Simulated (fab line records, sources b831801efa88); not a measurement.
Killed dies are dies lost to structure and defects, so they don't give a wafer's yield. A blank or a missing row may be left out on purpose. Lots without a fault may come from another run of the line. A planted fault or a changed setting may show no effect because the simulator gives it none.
fab line records | flow sky130 | part 1 of 2: steps 1 to 31 of 43
record lots=5 wafers=15 last_day=50
route steps=708 shown CAP2M@617 METAL4@621 VIA4@639
lots that met no fault: from a run of the same line without faults
start_h: hours from the record's first day to the start of the lot's first wafer shown | wait_h: hours since the lot's step before | " the same as in the row above | L1.1+2: a row that stands for several wafers | - no value, or no start given | * or withheld: withheld | < > ~ a bound
route shown NAME@n: a module of which the file shows steps, and the number in the route of the first | usual: mean/standard deviation of fault-free wafers | same: alike in all rows | chamber/n: place in a boat | sites: the reading at each site | _std_site: their standard deviation | _edge_site: outer sites' mean less inner sites' | radius_mm: how far each site lies from the wafer's centre | mask NAME#n: copy n | behind: the tool/chamber that last shaped the wafer | hold: why the lot was held/for how many hours/how that ended | device: the transistor (n, p or np) that didn't switch | end of line: the same wafers' tests at the end of the route | a step without rows: its recipe alone | killed: dies lost to structure and defects at the first sort, not the wafer's yield | map: a wafer's dies, x killed, . not, _ none there
set.NAME: the setting as run; set.NAME@STEP: as run at that earlier step | model.NAME: the simulator's own value behind a step, which no gauge read
lots at some steps of the route; a table a step, a row a wafer
services: from which hour (start_h, from the record's first day; less than 0 if before it) a tool's chamber was out of use, for how many hours, and why
## steps
# step SKY_CAP2M_STRIP_14
# recipe chemistry=O2/N2 power_w=1400 pressure_mtorr=1500 platen_temp_c=withheld o2_flow_sccm=3000 n2_flow_sccm=300 overash_fraction=0.5
# usual drypump_motor_current_A=5.63/0.29 oes_product_au=0.711/0.0042 strip_time_to_endpoint_s=12.66/0.055
# columns lot.wafer tool chamber start_h wait_h drypump_motor_current_A oes_product_au rf_hours_counter_h strip_time_to_endpoint_s
L080.1 plasma_asher-03 0 1014.50 0.1 5.74 0.716 27 12.60
L080.2 " 1 " " 5.49 0.712 27 12.68
L080.6 " 1 " " 5.44 0.710 - 12.64
L081.2 plasma_asher-01 1 1017.34 0.1 5.53 0.707 120 12.75
L081.3 " 0 " " 5.29 0.712 - 12.71
L081.4 " 1 " " 5.50 0.711 - 12.70
L089.1 plasma_asher-03 0 1059.90 0.1 5.75 0.708 32 12.69
L089.4 " 0 " " 5.74 0.709 - 12.73
L089.6 " 1 " " 5.45 0.713 - 12.71
L090.3 plasma_asher-04 1 1060.76 0.1 6.19 0.712 - 12.63
L090.4 " 0 " " 5.81 0.704 - 12.58
L090.6 " 0 " " 5.82 0.712 - 12.59
L096.1 plasma_asher-01 1 1095.74 0.1 5.56 0.713 3 12.65
L096.3 " 1 " " 5.55 0.705 - 12.71
L096.5 " 1 " " 5.54 0.704 - 12.66
# step SKY_CAP2M_STRIP_15
# recipe chemistry=post_etch_residue_remover time_s=1200 temp_c=72.5
# columns lot.wafer tool chamber start_h wait_h
L080.1+2+6 wet_bench-01 2 1014.60 0.1
L081.2+3+4 wet_bench-01 0 1017.44 0.1
L089.1+4+6 wet_bench-04 3 1060.00 0.1
L090.3+4+6 wet_bench-03 3 1060.83 0.0
L096.1+3+5 wet_bench-04 0 1095.85 0.1
# step SKY_CAP2M_CLEAN_16
# recipe chemistry=IPA time_s=180 temp_c=25
# columns lot.wafer tool chamber start_h wait_h
L080.1+2+6 wet_bench-04 3 1014.98 0.0
L081.2+3+4 wet_bench-03 1 1017.79 0.0
L089.1+4+6 wet_bench-03 0 1060.37 0.0
L090.3+4+6 wet_bench-01 1 1061.17 0.0
L096.1+3+5 wet_bench-01 0 1096.19 0.0
# step SKY_CAP2M_CLEAN_17
# recipe chemistry=O3/DIW dry=n2_spin
# columns lot.wafer tool chamber start_h wait_h
L080.1+2+6 wet_bench-03 1 1015.03 0.0
L081.2+3+4 wet_bench-01 1 1017.84 0.0
L089.1+4+6 wet_bench-04 0 1060.43 0.0
L090.3+4+6 wet_bench-03 0 1061.23 0.0
L096.1+3+5 wet_bench-01 0 1096.25 0.0
# step SKY_METAL4_DEHYDRATE_05
# recipe temp_c=200 time_s=60
# columns lot.wafer tool chamber start_h wait_h
L080.1+2+6 litho_track-01 0 1026.11 11.0
L081.2+3+4 litho_track-03 0 1028.36 10.4
L089.1+4+6 litho_track-02 0 1070.47 9.9
L090.3+4+6 litho_track-02 0 1071.32 10.0
L096.1+3+5 litho_track-01 0 1106.16 9.8
# step SKY_METAL4_HMDS_06
# recipe prime_time_s=60 prime_temp_c=120
# same prime_time_s=60
# columns lot.wafer tool chamber start_h wait_h
L080.1+2+6 litho_track-01 0 1026.26 0.1
L081.2+3+4 litho_track-03 0 1028.51 0.1
L089.1+4+6 litho_track-02 0 1070.62 0.1
L090.3+4+6 litho_track-02 0 1071.47 0.1
L096.1+3+5 litho_track-01 0 1106.31 0.1
# step SKY_METAL4_COAT_07
# recipe resist=BARC temp_c=withheld time_s=withheld spin_rpm=3000 resist_thk_nm=60
# columns lot.wafer tool chamber start_h wait_h
L080.1+2+6 litho_track-01 0 1026.41 0.1
L081.2+3+4 litho_track-03 0 1028.66 0.1
L089.1+4+6 litho_track-02 0 1070.77 0.1
L090.3+4+6 litho_track-02 0 1071.62 0.1
L096.1+3+5 litho_track-01 0 1106.46 0.1
# step SKY_METAL4_COAT_08
# recipe resist=KrF-thick spin_rpm=3000 resist_thk_nm=1140
# columns lot.wafer tool chamber start_h wait_h
L080.1+2+6 litho_track-01 0 - -
L081.2+3+4 litho_track-03 0 - -
L089.1+4+6 litho_track-02 0 - -
L090.3+4+6 litho_track-02 0 - -
L096.1+3+5 litho_track-01 0 - -
# step SKY_METAL4_SOFTBAKE_09
# recipe temp_c=100 time_s=90 resist=KrF-thick
# columns lot.wafer tool chamber start_h wait_h
L080.1+2+6 litho_track-01 0 - -
L081.2+3+4 litho_track-03 0 - -
L089.1+4+6 litho_track-02 0 - -
L090.3+4+6 litho_track-02 0 - -
L096.1+3+5 litho_track-01 0 - -
# step SKY_METAL4_EXPOSE_10
# recipe mask_id=MM4 na=0.68 source_shape=annular sigma_inner=0.4 sigma_outer=0.8 target_cd_nm=300 dose_mj=28
# usual reticle_temp_C=23.01/0.11
# columns lot.wafer tool chamber start_h wait_h mask reticle_temp_C
L080.1 krf_scanner-01 0 - - MM4#0 23.14
L080.2 " 0 " " MM4#0 23.10
L080.6 " 0 " " MM4#0 23.00
L081.2 krf_scanner-01 0 - - MM4#0 23.02
L081.3 " 0 " " MM4#0 22.97
L081.4 " 0 " " MM4#0 23.20
L089.1 krf_scanner-02 0 - - MM4#0 22.88
L089.4 " 0 " " MM4#0 23.14
L089.6 " 0 " " MM4#0 22.96
L090.3 krf_scanner-01 0 - - MM4#0 23.04
L090.4 " 0 " " MM4#0 22.96
L090.6 " 0 " " MM4#0 23.03
L096.1 krf_scanner-02 0 - - MM4#0 22.85
L096.3 " 0 " " MM4#0 22.94
L096.5 " 0 " " MM4#0 22.94
# step SKY_METAL4_PEB_11
# recipe peb_temp_c=withheld peb_time_s=withheld resist=KrF-thick
# columns lot.wafer tool chamber start_h wait_h
L080.1+2+6 litho_track-03 0 - -
L081.2+3+4 litho_track-02 0 - -
L089.1+4+6 litho_track-01 0 - -
L090.3+4+6 litho_track-03 0 - -
L096.1+3+5 litho_track-02 0 - -
# step SKY_METAL4_DEVELOP_12
# recipe develop_time_s=60 resist=KrF-thick dev_temp_c=21
# columns lot.wafer tool chamber start_h wait_h
L080.1+2+6 litho_track-03 0 - -
L081.2+3+4 litho_track-02 0 - -
L089.1+4+6 litho_track-01 0 - -
L090.3+4+6 litho_track-03 0 - -
L096.1+3+5 litho_track-02 0 - -
# step SKY_METAL4_CD_MEAS_13
# recipe target_cd_nm=300
# usual cd_nm=300.0/1.5
# columns lot.wafer tool chamber start_h wait_h cd_nm
L080.1 cd_sem-02 - 1037.88 - 298.8
L080.2 " - " " 298.5
L080.6 " - " " 299.5
L081.2 cd_sem-02 - 1039.99 - 298.2
L081.3 " - " " 298.7
L081.4 " - " " 298.9
L089.1 cd_sem-02 - 1081.36 - 300.5
L089.4 " - " " 299.8
L089.6 " - " " 299.4
L090.3 cd_sem-01 - 1082.62 - 298.5
L090.4 " - " " 298.9
L090.6 " - " " 297.6
L096.1 cd_sem-02 - 1116.87 - 298.8
L096.3 " - " " 302.7
L096.5 " - " " 301.0
# step SKY_METAL4_OVL_MEAS_14
# usual METAL4_OVL=-3/6.1
# columns lot.wafer tool chamber start_h wait_h METAL4_OVL[nm]
L080.1 overlay-02 - 1038.00 0.1 0
L080.2 " - " " -7
L080.6 " - " " 0
L081.2 overlay-01 - 1040.10 0.1 5
L081.3 " - " " 10
L081.4 " - " " 8
L089.1 overlay-01 - 1081.48 0.1 6
L089.4 " - " " -1
L089.6 " - " " 1
L090.3 overlay-02 - 1082.71 0.1 0
L090.4 " - " " 0
L090.6 " - " " -1
L096.1 overlay-02 - 1116.99 0.1 0
L096.3 " - " " 0
L096.5 " - " " 5
# step SKY_METAL4_DESCUM_15
# recipe chemistry=O2 source_power_w=150 bias_power_w=0 pressure_mtorr=10 temp_c=40 time_s=8
# usual drypump_motor_current_A=5.6/0.56 oes_product_au=1.001/0.008
# columns lot.wafer tool chamber start_h wait_h drypump_motor_current_A oes_product_au rf_hours_counter_h
L080.1 rie_metal-04 1 1038.04 0.0 4.9 1.005 23
L080.2 " 0 " " 6.5 0.996 19
L080.6 " 0 " " 6.5 1.001 -
L081.2 rie_metal-04 0 1040.13 0.0 6.6 1.000 19
L081.3 " 0 " " 6.6 1.001 -
L081.4 " 1 " " 4.9 1.012 -
L089.1 rie_metal-03 0 1081.52 0.0 5.9 0.999 15
L089.4 " 0 " " 5.9 1.002 -
L089.6 " 1 " " 5.4 1.007 -
L090.3 rie_metal-03 1 1082.75 0.0 5.3 1.003 -
L090.4 " 0 " " 5.9 1.005 -
L090.6 " 1 " " 5.3 1.010 -
L096.1 rie_metal-03 1 1117.03 0.0 5.4 0.998 28
L096.3 " 1 " " 5.4 1.005 -
L096.5 " 0 " " 5.9 1.003 -
# step SKY_METAL4_ETCH_16
# recipe chemistry=N2/H2 target=BARC ion_energy_ev=200 bias_w=100 pressure_mtorr=30 n2_flow_sccm=100 h2_flow_sccm=200 icp_w=500 stop_on=SiO2 time_s=88.2 target_depth_a=600
# usual drypump_motor_current_A=5.6/0.56 h2_flow_sccm=200.0/0.59 oes_product_au=0.626/0.0048 throttle_valve_pct=13.206/0.0092
# columns lot.wafer tool chamber start_h wait_h drypump_motor_current_A h2_flow_sccm oes_product_au rf_hours_counter_h throttle_valve_pct
L080.1 rie_metal-04 1 1038.07 0.0 4.9 198.9 0.625 23 13.213
L080.2 " 0 " " 6.6 199.4 0.624 19 13.210
L080.6 " 0 " " 6.6 199.7 0.630 - 13.221
L081.2 rie_metal-04 0 1040.16 0.0 6.5 200.1 0.627 19 13.184
L081.3 " 0 " " 6.5 200.7 0.627 - 13.202
L081.4 " 1 " " 4.9 199.9 0.619 - 13.212
L089.1 rie_metal-03 0 1081.55 0.0 5.9 200.1 0.629 15 13.203
L089.4 " 0 " " 5.9 199.9 0.632 - 13.196
L089.6 " 1 " " 5.4 200.6 0.620 - 13.208
L090.3 rie_metal-03 1 1082.80 0.0 5.4 199.9 0.621 - 13.197
L090.4 " 0 " " 5.9 200.2 0.630 - 13.193
L090.6 " 1 " " 5.4 199.9 0.623 - 13.212
L096.1 rie_metal-03 1 1117.06 0.0 5.4 199.6 0.624 28 13.208
L096.3 " 1 " " 5.4 199.2 0.630 - 13.208
L096.5 " 0 " " 5.9 200.4 0.633 - 13.197
# step SKY_METAL4_ETCH_17
# recipe target=SiO2 stop_on=TiN chemistry=C4F8/O2/Ar source_w=1500 bias_w=1200 pressure_mtorr=40 c4f8_flow_sccm=withheld O2_flow_sccm=6 Ar_flow_sccm=300 time_s=3.9 target_depth_a=150
# usual oes_product_au=0.755/0.0074
# columns lot.wafer tool chamber start_h wait_h oes_product_au rf_hours_counter_h
L080.1 rie_diel-02 0 1038.17 0.1 0.747 10
L080.2 " 1 " " 0.754 11
L080.6 " 1 " " 0.747 -
L081.2 rie_diel-01 1 1040.26 0.1 0.747 3
L081.3 " 3 " " 0.760 16
L081.4 " 0 " " 0.752 18
L089.1 rie_diel-03 0 1081.65 0.1 0.759 23
L089.4 " 2 " " 0.759 12
L089.6 " 0 " " 0.758 -
L090.3 rie_diel-03 0 1082.87 0.0 0.752 24
L090.4 " 3 " " 0.755 20
L090.6 " 1 " " 0.751 -
L096.1 rie_diel-02 2 1117.16 0.1 0.760 14
L096.3 " 3 " " 0.750 13
L096.5 " 0 " " 0.774 -
# step SKY_METAL4_METAL_ETCH_18
# recipe target_depth_a=8450 stop_on=SiO2 over_etch_frac=0.3 time_s=183.1 chemistry=Cl2/BCl3 resist_sidewall_deg=88 pressure_mtorr=10 icp_w=900 bias_w=48.5 Cl2_flow_sccm=60 bcl3_flow_sccm=30
# usual drypump_motor_current_A=5.5/0.58 oes_product_au=0.863/0.0054 throttle_valve_pct=22.264/0.0098
# columns lot.wafer tool chamber start_h wait_h drypump_motor_current_A oes_product_au rf_hours_counter_h throttle_valve_pct
L080.1 rie_metal-01 0 1038.19 0.0 5.8 0.869 16 22.273
L080.2 " 1 " " 5.0 0.860 13 22.261
L080.6 " 0 " " 5.8 0.860 - 22.257
L081.2 rie_metal-01 1 1040.28 0.0 4.9 0.861 13 22.261
L081.3 " 0 " " 5.8 0.870 - 22.254
L081.4 " 1 " " 4.9 0.874 - 22.266
L089.1 rie_metal-01 0 1081.66 0.0 5.8 0.866 18 22.260
L089.4 " 1 " " 4.9 0.864 - 22.258
L089.6 " 0 " " 5.8 0.862 - 22.254
L090.3 rie_metal-01 1 1082.95 0.1 4.9 0.860 - 22.264
L090.4 " 0 " " 5.8 0.862 - 22.268
L090.6 " 1 " " 4.9 0.858 - 22.276
L096.1 rie_metal-01 0 1117.18 0.0 5.8 0.861 22 22.266
L096.3 " 0 " " 5.8 0.855 - 22.257
L096.5 " 0 " " 5.8 0.853 - 22.267
# step SKY_METAL4_STRIP_19
# recipe chemistry=O2/N2 power_w=1400 pressure_mtorr=1500 platen_temp_c=withheld o2_flow_sccm=3000 n2_flow_sccm=300 overash_fraction=0.5
# usual drypump_motor_current_A=5.51/0.29 oes_product_au=0.503/0.0055 strip_time_to_endpoint_s=6.56/0.061
# columns lot.wafer tool chamber start_h wait_h drypump_motor_current_A oes_product_au rf_hours_counter_h strip_time_to_endpoint_s
L080.1 plasma_asher-01 0 1038.36 0.1 5.31 0.502 122 6.58
L080.2 " 1 " " 5.54 0.500 122 6.59
L080.6 " 1 " " 5.57 0.496 - 6.57
L081.2 plasma_asher-02 0 1040.46 0.1 5.91 0.496 61 6.57
L081.3 " 1 " " 5.07 0.502 - 6.55
L081.4 " 0 " " 5.91 0.496 - 6.58
L089.1 plasma_asher-02 1 1081.84 0.1 5.08 0.505 66 6.55
L089.4 " 0 " " 5.86 0.505 - 6.60
L089.6 " 0 " " 5.86 0.498 - 6.48
L090.3 plasma_asher-02 1 1083.10 0.1 5.08 0.501 - 6.61
L090.4 " 0 " " 5.88 0.499 - 6.54
L090.6 " 0 " " 5.86 0.508 - 6.60
L096.1 plasma_asher-03 0 1117.36 0.1 5.74 0.497 37 6.62
L096.3 " 0 " " 5.73 0.505 - 6.62
L096.5 " 0 " " 5.71 0.511 - 6.58
# step SKY_METAL4_STRIP_20
# recipe chemistry=post_etch_residue_remover time_s=1200 temp_c=72.5
# columns lot.wafer tool chamber start_h wait_h
L080.1+2+6 wet_bench-03 0 1038.46 0.1
L081.2+3+4 wet_bench-02 3 1040.56 0.1
L089.1+4+6 wet_bench-01 3 1081.94 0.1
L090.3+4+6 wet_bench-02 2 1083.16 0.0
L096.1+3+5 wet_bench-01 0 1117.46 0.1
# step SKY_METAL4_CLEAN_21
# recipe chemistry=IPA time_s=180 temp_c=25
# columns lot.wafer tool chamber start_h wait_h
L080.1+2+6 wet_bench-01 2 1038.81 0.0
L081.2+3+4 wet_bench-02 1 1040.90 0.0
L089.1+4+6 wet_bench-03 2 1082.28 0.0
L090.3+4+6 wet_bench-01 0 1083.51 0.0
L096.1+3+5 wet_bench-03 2 1117.80 0.0
# step SKY_METAL4_CLEAN_22
# recipe chemistry=O3/DIW dry=n2_spin
# columns lot.wafer tool chamber start_h wait_h
L080.1+2+6 wet_bench-02 3 1038.86 0.0
L081.2+3+4 wet_bench-02 3 1040.96 0.0
L089.1+4+6 wet_bench-01 3 1082.40 0.0
L090.3+4+6 wet_bench-01 3 1083.56 0.0
L096.1+3+5 wet_bench-01 1 1117.86 0.0
# step SKY_VIA4_HDPCVD_00
# recipe material=SiO2 target_thk_nm=1750 sigma_open_frac=0.3 time_s=291.7 temp_c=400 sih4_flow_sccm=60 pressure_mtorr=6
# columns lot.wafer tool chamber start_h wait_h
L080.1+2+6 hdpcvd-01 2,1,1 1038.96 0.0
L081.2+3+4 hdpcvd-01 0,1,0 1041.05 0.0
L089.1+4+6 hdpcvd-01 2,1,0 1082.49 0.0
L090.3+4+6 hdpcvd-01 0,1,0 1083.66 0.0
L096.1+3+5 hdpcvd-02 0,1,2 1117.95 0.0
# step SKY_VIA4_THK_MEAS_01
# recipe reads=SiO2_of_VIA4_HDPCVD_00
# usual VIA4_HDPCVD_THK=1753/15
# columns lot.wafer tool chamber start_h wait_h VIA4_HDPCVD_THK[nm]
L080.1 film_metro-03 - 1039.14 0.1 1743
L080.2 " - " " 1762
L080.6 " - " " 1760
L081.2 film_metro-03 - 1041.24 0.1 1744
L081.3 " - " " 1767
L081.4 " - " " 1767
L089.1 film_metro-04 - 1082.67 0.1 1730
L089.4 " - " " 1758
L089.6 " - " " 1730
L090.3 film_metro-04 - 1083.85 0.1 1768
L090.4 " - " " 1756
L090.6 " - " " 1741
L096.1 film_metro-03 - 1118.13 0.1 1743
L096.3 " - " " 1759
L096.5 " - " " 1762
# step SKY_VIA4_CMP_02
# recipe material=SiO2 down_force_psi=4 platen_rpm=60 pad_velocity_m_s=0.94248
# usual motor_current_A=11.6/1.4
# columns lot.wafer tool chamber start_h wait_h motor_current_A
L080.2 cmp-02 2 1039.30 0.1 11.9
L080.1 " 3 " " 10.2
L080.6 " 0 " " 11.1
L081.3 cmp-01 2 1041.34 0.1 10.0
L081.4 " 3 " " 11.6
L081.2 " 0 " " 10.5
L089.1 cmp-01 0 1082.78 0.1 10.8
L089.4 " 1 " " 13.3
L089.6 " 3 " " 12.0
L090.3 cmp-02 0 1083.89 0.0 11.5
L090.4 " 1 " " 14.2
L090.6 " 0 " " 11.4
L096.3 cmp-01 0 1118.29 0.1 10.9
L096.1 " 1 " " 12.4
L096.5 " 2 " " 9.1
# step SKY_VIA4_BOW_MEAS_03
# recipe mode=bow
# usual VIA4_BOW=79/8.1
# columns lot.wafer tool chamber start_h wait_h VIA4_BOW[um]
L080.1 film_metro-03 - 1039.50 0.1 73
L080.2 " - " " 87
L080.6 " - " " 73
L081.2 film_metro-03 - 1041.61 0.1 78
L081.3 " - " " 75
L081.4 " - " " 72
L089.1 film_metro-03 - 1083.03 0.2 73
L089.4 " - " " 73
L089.6 " - " " 69
L090.3 film_metro-04 - 1084.23 0.3 93
L090.4 " - " " 81
L090.6 " - " " 87
L096.1 film_metro-03 - 1118.49 0.1 86
L096.3 " - " " 89
L096.5 " - " " 91
# step SKY_VIA4_DEHYDRATE_04
# recipe temp_c=200 time_s=60
# columns lot.wafer tool chamber start_h wait_h
L080.1+2+6 litho_track-03 0 1049.78 10.3
L081.2+3+4 litho_track-04 0 1052.17 10.5
L089.1+4+6 litho_track-04 0 1092.14 9.1
L090.3+4+6 litho_track-03 0 1093.73 9.5
L096.1+3+5 litho_track-01 0 1127.61 9.1
# step SKY_VIA4_HMDS_05
# recipe prime_time_s=60 prime_temp_c=120
# same prime_time_s=60
# columns lot.wafer tool chamber start_h wait_h
L080.1+2+6 litho_track-03 0 1049.93 0.1
L081.2+3+4 litho_track-04 0 1052.32 0.1
L089.1+4+6 litho_track-04 0 1092.29 0.1
L090.3+4+6 litho_track-03 0 1093.88 0.1
L096.1+3+5 litho_track-01 0 1127.76 0.1
# step SKY_VIA4_COAT_06
# recipe resist=NOVOLAK spin_rpm=3000 resist_thk_nm=1140
# columns lot.wafer tool chamber start_h wait_h
L080.1+2+6 litho_track-03 0 1050.08 0.1
L081.2+3+4 litho_track-04 0 1052.47 0.1
L089.1+4+6 litho_track-04 0 1092.44 0.1
L090.3+4+6 litho_track-03 0 1094.03 0.1
L096.1+3+5 litho_track-01 0 1127.91 0.1
# step SKY_VIA4_SOFTBAKE_07
# recipe temp_c=90 time_s=60 resist=NOVOLAK
# columns lot.wafer tool chamber start_h wait_h
L080.1+2+6 litho_track-03 0 1050.23 0.1
L081.2+3+4 litho_track-04 0 1052.62 0.1
L089.1+4+6 litho_track-04 0 1092.59 0.1
L090.3+4+6 litho_track-03 0 1094.18 0.1
L096.1+3+5 litho_track-01 0 1128.06 0.1
# step SKY_VIA4_EXPOSE_08
# recipe mask_id=VIM4 na=0.6 source_shape=conventional sigma_outer=0.6 polarization=unpolarized target_cd_nm=800 dose_mj=132
# usual reticle_temp_C=23.03/0.1
# columns lot.wafer tool chamber start_h wait_h mask reticle_temp_C
L080.1 iline_stepper-01 0 - - VIM4#0 23.09
L080.2 " 0 " " VIM4#0 23.05
L080.6 " 0 " " VIM4#0 23.20
L081.2 iline_stepper-01 0 - - VIM4#0 23.23
L081.3 " 0 " " VIM4#0 23.16
L081.4 " 0 " " VIM4#0 23.11
L089.1 iline_stepper-02 0 - - VIM4#0 22.87
L089.4 " 0 " " VIM4#0 22.91
L089.6 " 0 " " VIM4#0 22.97
L090.3 iline_stepper-02 0 - - VIM4#0 22.96
L090.4 " 0 " " VIM4#0 23.19
L090.6 " 0 " " VIM4#0 23.24
L096.1 iline_stepper-01 0 - - VIM4#0 23.12
L096.3 " 0 " " VIM4#0 23.25
L096.5 " 0 " " VIM4#0 23.07
